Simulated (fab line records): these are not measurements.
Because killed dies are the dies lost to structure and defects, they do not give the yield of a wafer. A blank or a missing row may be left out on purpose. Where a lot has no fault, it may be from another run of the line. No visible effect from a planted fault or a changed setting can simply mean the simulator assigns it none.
A struck lot beside a sound one    flow sky130    32 out of 708 route steps
Sound: the wafers L363.1, L363.2, L363.3. Struck: wafer L360.2; the same lot's L360.4 was not struck, so it is left out; see the end for the cause.
Per side, at each step with rows, come the tool, then ch with its chambers, and then its first start. Under that, the readings that differ: sound wafers    struck wafers    difference of the means    sigmas: that difference in standard deviations of wafers without a fault.
alike: same words and numbers on both sides, and readings whose means sit less than 2 such deviations apart. not compared: any withheld reading, any reading some wafer has no value for, any bound like >300 that may hide the same value, and any number with overlapping values for which the record gives no deviation.
A row with sigmas, a row that says differs or no value, or rows on one side alone: a step with any of these is where the two part. Numbers that don't overlap but have no deviation are shown without sigmas and don't part them. Lack of a reading on every wafer of one side parts them only where that side has two or more wafers.

SKY_VIA1_ETCH_15: etches SiO2 in C4F8/O2/Ar, stops on TiN, target depth 351 nm, time 54 s.
  sound on rie-diel-02 ch 1,2,3, day 38 07:36; struck on rie-diel-01 ch 0, day 37 12:39
  alike: oes-product-au
  not compared: rf-hours-counter-h
SKY_VIA1_STRIP_16: strips in O2/N2.
  sound on plasma-asher-01 ch 0,1, day 38 07:39; struck on plasma-asher-03 ch 0, day 37 12:42
  alike: drypump-motor-current-A, o2-flow-sccm, oes-product-au, strip-time-to-endpoint-s
  not compared: rf-hours-counter-h
then, 3 steps without rows for these wafers: SKY_VIA1_STRIP_17 (strips in post etch residue remover, time 1200 s); SKY_VIA1_CLEAN_18 (cleans in IPA, time 180 s); SKY_VIA1_CLEAN_19 (cleans in O3/DIW).
SKY_VIA1_SPUTTER_20: material TiN, target thk 20 nm, time 80 s.
  sound: pvd-sputter-03 at day 38 08:39; struck: pvd-sputter-02 at day 37 13:18
  alike: throttle-valve-pct
SKY_VIA1_CVD_21: deposits W, target thk 270 nm, time 80.902 s.
  sound on cvd-w-02 ch 0,1, day 38 08:43; struck on cvd-w-01 ch 1, day 37 13:22
  alike: heater-power-w, susceptor-temp-C
SKY_VIA1_RS_MEAS_22: the measuring method here is four-point-probe.
  sound: film-metro-03 at day 38 08:49; struck: film-metro-03 at day 37 13:28
  alike: VIA1_W_RS
SKY_VIA1_THK_MEAS_23: measures by xrf.
  sound: film-metro-03 at day 38 08:56; struck: film-metro-03 at day 37 13:35
  alike: VIA1_W_THK
then, 3 steps without rows for these wafers: SKY_VIA1_CMP_24 (polishes, stops on SiO2, t overpolish 15 s, target thk 0 nm); SKY_METAL2_SPUTTER_00 (material Ti, target thk 15 nm, time 10 s); SKY_METAL2_SPUTTER_01 (material TiN, target thk 20 nm, time 16.7 s).
SKY_METAL2_SPUTTER_02: material AlCu, target thk 250 nm, time 13.3 s.
  sound: pvd-sputter-04 at day 38 09:20; struck: pvd-sputter-01 at day 37 13:59
reading                                      sound            struck  difference  sigmas
model.AlCu_of_METAL2_SPUTTER_02.thk-nm (nm)  248.8 248 249.4  208.5   -40.2       
  alike: throttle-valve-pct
then, 2 steps without rows for these wafers: SKY_METAL2_SPUTTER_03 (material Ti, target thk 5 nm, time 3.3 s); SKY_METAL2_SPUTTER_04 (material TiN, target thk 70 nm, time 58.3 s).
SKY_METAL2_RS_MEAS_05: the measuring method here is four-point-probe.
  sound: film-metro-03 at day 38 09:26; struck: film-metro-02 at day 37 14:05
reading                  sound                 struck  difference  sigmas
METAL2_ALCU_RS (ohm/sq)  0.1270 0.1279 0.1265  0.1526  +0.0255     +23
SKY_METAL2_THK_MEAS_06: measures by xrf.
  sound: film-metro-03 at day 38 09:33; struck: film-metro-02 at day 37 14:12
reading               sound              struck  difference  sigmas
METAL2_ALCU_THK (nm)  251.1 250.0 252.6  209.7   -41.5       -19
then, 8 steps without rows for these wafers: SKY_METAL2_DEHYDRATE_07 (time 60 s); SKY_METAL2_HMDS_08 (prime time 60 s); SKY_METAL2_COAT_09 (resist thk 60 nm); SKY_METAL2_COAT_10 (resist thk 450 nm); SKY_METAL2_SOFTBAKE_11 (time 90 s); SKY_METAL2_EXPOSE_12 (exposes mask MM2, target cd 140 nm); SKY_METAL2_PEB_13; SKY_METAL2_DEVELOP_14 (develop time 60 s).
SKY_METAL2_CD_MEAS_15: the cd target is 140 nm.
  sound: cd-sem-01 at day 39 09:50; struck: cd-sem-01 at day 38 15:02
  alike: cd-nm
SKY_METAL2_OVL_MEAS_16:
  sound: overlay-01 at day 39 09:58; struck: overlay-01 at day 38 15:08
  alike: METAL2_OVL
then, 1 step without rows for these wafers: SKY_METAL2_DESCUM_17 (chemistry O2, time 8 s).
SKY_METAL2_ETCH_18: etches BARC in N2/H2, stops on SiO2, time 45.9 s, target depth 60 nm.
  sound on rie-metal-03 ch 0,1, day 39 10:02; struck on rie-metal-02 ch 0, day 38 15:11
  alike: drypump-motor-current-A, oes-product-au, throttle-valve-pct
  not compared: rf-hours-counter-h
SKY_METAL2_METAL_ETCH_19: etches the open film in Cl2/BCl3, stops on SiO2, target depth 360 nm, time 78 s.
  sound on rie-metal-03 ch 0,1, day 39 10:05; struck on rie-metal-02 ch 0, day 38 15:16
reading                sound              struck  difference  sigmas
oes-product-au (a.u.)  0.853 0.847 0.850  0.824   -0.026      -5
  alike: drypump-motor-current-A, mfc-cl2-sccm, throttle-valve-pct
  not compared: rf-hours-counter-h
then, 1 step without rows for these wafers: SKY_METAL2_STRIP_20 (strips in O2/N2).
-- the record jumps here: 10 days lie between the struck wafers' starts before and after (it left off in module METAL2 and takes up again in module PAD_OPEN, whose first step shown is number 708 of the route) --
SKY_PAD_OPEN_PROBE_99:
  sound: prober-02 at day 49 01:22; struck: prober-01 at day 48 12:34
reading                       sound                 struck  difference  sigmas
killed-at-other               0 0 0                 1       +1          +2
sort_bin_6_memory (%)         6.5 6.7 5.1           8.3     +2.2        +2
model.etest.met2.line-ohm-um  0.9054 0.9191 0.93    1.115   +0.197      
model.etest.met2.rs-ohm-sq    0.1295 0.1291 0.1296  0.1568  +0.0274     
  alike: defect-limited-yield, killed_at_M0_to_M3, killed_at_M4_up, killed-at-contacts, killed-at-front-end, killed-dies, killed-open, killed-short, sort_bin_3_pad_short, sort_bin_5_function, sort-n-pass, sort-yield-pct

WHERE THEY PART
At SKY_METAL2_RS_MEAS_05 first; at SKY_PAD_OPEN_PROBE_99 last (within this record only).

WHY: whatever the simulator had introduced
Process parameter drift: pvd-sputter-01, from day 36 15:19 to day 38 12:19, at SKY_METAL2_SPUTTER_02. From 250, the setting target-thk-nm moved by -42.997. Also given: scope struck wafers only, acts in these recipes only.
